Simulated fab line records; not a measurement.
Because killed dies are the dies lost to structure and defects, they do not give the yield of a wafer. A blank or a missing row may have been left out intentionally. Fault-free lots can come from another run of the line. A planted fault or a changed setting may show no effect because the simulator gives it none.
Which tool did it? + flow sfqLine + 14 lots with 42 wafers sampled at 2 steps, on a route of 325 steps

## WHAT THE GAUGES READ, wafer by wafer
SFQ_M0_RS_MEAS_904: the measuring method here is four-point-probe.
| lot  | measured     | on           | M0_NB_RS (ohm/sq) |
|------|--------------|--------------|-------------------|
| L588 | day 7 12:48  | filmMetro-03 | 0.893 0.887 0.897 |
| L590 | day 8 09:12  | filmMetro-04 | 0.875 0.864 0.876 |
| L593 | day 9 15:44  | filmMetro-04 | 0.876 0.888 0.900 |
| L597 | day 10 18:07 | filmMetro-03 | 0.887 0.883 0.888 |
| L598 | day 11 02:28 | filmMetro-03 | 0.887 0.886 0.881 |
| L599 | day 11 09:40 | filmMetro-03 | 0.504 0.890 0.905 |
| L600 | day 11 18:04 | filmMetro-04 | 0.894 0.503 0.906 |
| L603 | day 12 07:16 | filmMetro-04 | 0.878 0.889 0.878 |
| L605 | day 12 19:16 | filmMetro-04 | 0.899 0.894 0.898 |
| L607 | day 13 13:16 | filmMetro-04 | 0.888 0.885 0.900 |
| L608 | day 14 07:26 | filmMetro-03 | 0.893 0.910 0.897 |
| L609 | day 14 14:37 | filmMetro-01 | 0.882 0.880 0.888 |
| L610 | day 15 00:23 | filmMetro-03 | 0.890 0.901 0.887 |
| L611 | day 15 07:25 | filmMetro-01 | 0.899 0.888 0.897 |

## EACH LOT AND THE TOOL THAT RAN IT (in order: tool; ch and the chambers of the sampled wafers; start)
| lot  | SFQ_TRILAYER_M0_DEP_SPUTTER_019 |
|------|---------------------------------|
| L588 | pvdSputter-04, day 7 12:42      |
| L590 | pvdSputter-04, day 8 09:06      |
| L593 | pvdSputter-06, day 9 15:35      |
| L597 | pvdSputter-03, day 10 18:01     |
| L598 | pvdSputter-03, day 11 02:23     |
| L599 | pvdSputter-06, day 11 09:35     |
| L600 | pvdSputter-06, day 11 17:59     |
| L603 | pvdSputter-03, day 12 07:11     |
| L605 | pvdSputter-03, day 12 19:11     |
| L607 | pvdSputter-04, day 13 13:11     |
| L608 | pvdSputter-04, day 14 07:18     |
| L609 | pvdSputter-04, day 14 14:30     |
| L610 | pvdSputter-04, day 15 00:18     |
| L611 | pvdSputter-06, day 15 07:18     |
- SFQ_TRILAYER_M0_DEP_SPUTTER_019: material Nb, target thk 200 nm, time 133.3 s.

## WHAT THE TOOLS THEMSELVES READ (means of the sampled wafers that have a number; where no wafer has one, the mark that the record gives instead)
SFQ_TRILAYER_M0_DEP_SPUTTER_019.
| lot  | tool          | resputterCathodeVoltageV (V) | throttleValvePct (%) |
|------|---------------|------------------------------|----------------------|
| L588 | pvdSputter-04 | 399                          | 30.0                 |
| L590 | pvdSputter-04 | 402                          | 29.5                 |
| L593 | pvdSputter-06 | 400                          | 31.3                 |
| L597 | pvdSputter-03 | 395                          | 30.7                 |
| L598 | pvdSputter-03 | 400                          | 30.7                 |
| L599 | pvdSputter-06 | 404                          | 31.3                 |
| L600 | pvdSputter-06 | 401                          | 31.2                 |
| L603 | pvdSputter-03 | 405                          | 30.3                 |
| L605 | pvdSputter-03 | 399                          | 30.7                 |
| L607 | pvdSputter-04 | 397                          | 29.9                 |
| L608 | pvdSputter-04 | 404                          | 29.9                 |
| L609 | pvdSputter-04 | 400                          | 29.9                 |
| L610 | pvdSputter-04 | 400                          | 30.0                 |
| L611 | pvdSputter-06 | 400                          | 31.0                 |

## THE ANSWER, worked out from the rows above alone
Rule: the usual values come from the lots themselves. The widest of any qualifying gaps counts: lots, ordered by their means at a reading, are off when they make up no more than a third of the lots, leave a main group of 4 or more, and stand apart from it by 3 or more times the standard deviation of that group's means. The tables above print the reading to a certain number of digits; a main group whose means all agree to those digits is not used. A lot without any number at a reading at which 4 lots or more have one is off too. All remaining lots with rows at the step are treated as sound. The gauges are gone through in route order, then the tools' own readings, and for those a lot's mean is taken as printed above. The first step at which some lot is off is used, and at that step the reading that is off furthest; a lot without a number counts as furthest.
Off: L599, L600, seen at SFQ_M0_RS_MEAS_904 (M0_NB_RS). Main group: mean 0.889 ohm/sq, sd 0.0074.
If a tool, at a process step before that reading, ran all the lots that are off and no sound lot after the first of them, it fits. Gauges at SFQ_M0_RS_MEAS_904: tried the same way as those tools. Not one of the candidates tried fits.

## WHAT THE SIMULATOR PUT IN
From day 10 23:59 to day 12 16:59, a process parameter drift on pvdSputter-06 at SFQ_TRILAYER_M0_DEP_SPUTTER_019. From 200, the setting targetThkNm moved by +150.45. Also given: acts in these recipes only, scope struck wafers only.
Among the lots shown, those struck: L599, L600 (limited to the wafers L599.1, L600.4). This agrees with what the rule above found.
